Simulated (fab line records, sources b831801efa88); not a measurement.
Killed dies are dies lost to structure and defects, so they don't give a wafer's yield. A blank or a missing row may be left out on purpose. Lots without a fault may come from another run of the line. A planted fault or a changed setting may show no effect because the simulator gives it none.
A struck lot beside a sound one | flow gf180mcu | 22 steps out of a route of 602
Sound: wafers L118.4, L118.5, L118.6. Struck: wafers L115.1, L115.3, L115.5. The cause comes at the end.
At each step with rows: each side's tool, then ch and its chambers, then its first start. Under that, the readings that differ: sound wafers | struck wafers | difference of the means | sigmas: that difference in standard deviations of wafers without a fault.
alike: readings whose means differ by less than 2 such deviations, and words and numbers that are the same on both sides. not compared: withheld readings, readings that some wafer has no value for, bounds like >300 that may hide the same value, and numbers for which the record gives no deviation and whose values overlap.
The two part at a step that has a row with sigmas, a row that says differs or no value, or rows on one side only. Numbers that don't overlap but have no deviation are shown without sigmas and don't part them. A reading that every wafer of one side lacks parts them only if that side has two wafers or more.

first, 6 steps without rows for these wafers: GF_DNWELL_COAT_02 (resist thk 3000 nm); GF_DNWELL_SOFTBAKE_03; GF_DNWELL_EXPOSE_04 (exposes mask DNWELL, target cd 1700 nm); GF_DNWELL_PEB_05; GF_DNWELL_DEVELOP_06 (develop time 60 s); GF_DNWELL_IMPLANT_07.
GF_DNWELL_STRIP_08: strips in O2/N2.
  sound on plasma_asher-01 ch 0,1, day 5 13:52; struck on plasma_asher-04 ch 1, day 4 23:59
  reading            | sound       | struck      | difference | sigmas
  heater_power_w (W) | 323 309 322 | 255 260 256 | -61        | -2
  alike: drypump_motor_current_A, n2_flow_sccm, oes_product_au, strip_time_to_endpoint_s
  not compared: rf_hours_counter_h
GF_DNWELL_TW_MEAS_09:
  sound on film_metro-01, day 5 13:58; struck on film_metro-02, day 5 00:05
  reading   | sound          | struck         | difference | sigmas
  DNWELL_TW | 1366 1372 1356 | 1327 1332 1332 | -34        | -2
then, 4 steps without rows for these wafers: GF_NWELL_DEHYDRATE_00 (time 60 s); GF_NWELL_HMDS_01 (prime time 60 s); GF_NWELL_COAT_02 (resist thk 3021 nm); GF_NWELL_SOFTBAKE_03.
GF_NWELL_EXPOSE_04: exposes mask Nwell, target cd 860 nm.
  sound on iline_stepper-01 ch 0, day 5 20:52; struck on iline_stepper-01 ch 0, day 5 06:56
  reading | sound                   | struck                     | difference | sigmas
  mask    | Nwell#0 Nwell#0 Nwell#0 | DNWELL#0 DNWELL#0 DNWELL#0 | differs    |
then, 2 steps without rows for these wafers: GF_NWELL_PEB_05; GF_NWELL_DEVELOP_06 (develop time 60 s).
GF_NWELL_OVL_MEAS_07:
  sound on overlay-01, day 6 04:02; struck on overlay-02, day 5 14:08
  reading        | sound          | struck | difference                    | sigmas
  NWELL_OVL (nm) | -1.0 -1.4 -1.1 | - - -  | no value on the struck wafers |
then, 2 steps without rows for these wafers: GF_NWELL_IMPLANT_08; GF_NWELL_IMPLANT_09.
GF_NWELL_STRIP_10: strips in O2/N2.
  sound on plasma_asher-02 ch 0,1, day 6 04:24; struck on plasma_asher-01 ch 0,1, day 5 14:28
  reading            | sound       | struck      | difference | sigmas
  heater_power_w (W) | 263 264 309 | 313 319 314 | +37        | +2
  alike: drypump_motor_current_A, n2_flow_sccm, oes_product_au, strip_time_to_endpoint_s
  not compared: rf_hours_counter_h
GF_NWELL_TW_MEAS_11:
  sound on film_metro-01, day 6 04:29; struck on film_metro-03, day 5 14:34
  reading  | sound          | struck   | difference | sigmas
  NWELL_TW | 1589 1600 1592 | 30 30 30 | -1564      | -99 or more
then, 1 step without rows for these wafers: GF_LVPWELL_DEHYDRATE_00 (time 60 s).
-- the record jumps here: 26 days lie between the struck wafers' starts before and after (it left off in module LVPWELL and takes up again in module PASSIVATION, whose first step shown is number 602 of the route) --
GF_PASSIVATION_PROBE_99:
  the record has rows for the struck wafers here (prober-01, day 32 00:05) and none for the sound ones

WHERE THEY PART
First at GF_DNWELL_STRIP_08; last, within this record, at GF_PASSIVATION_PROBE_99.

WHY: what the simulator had put in
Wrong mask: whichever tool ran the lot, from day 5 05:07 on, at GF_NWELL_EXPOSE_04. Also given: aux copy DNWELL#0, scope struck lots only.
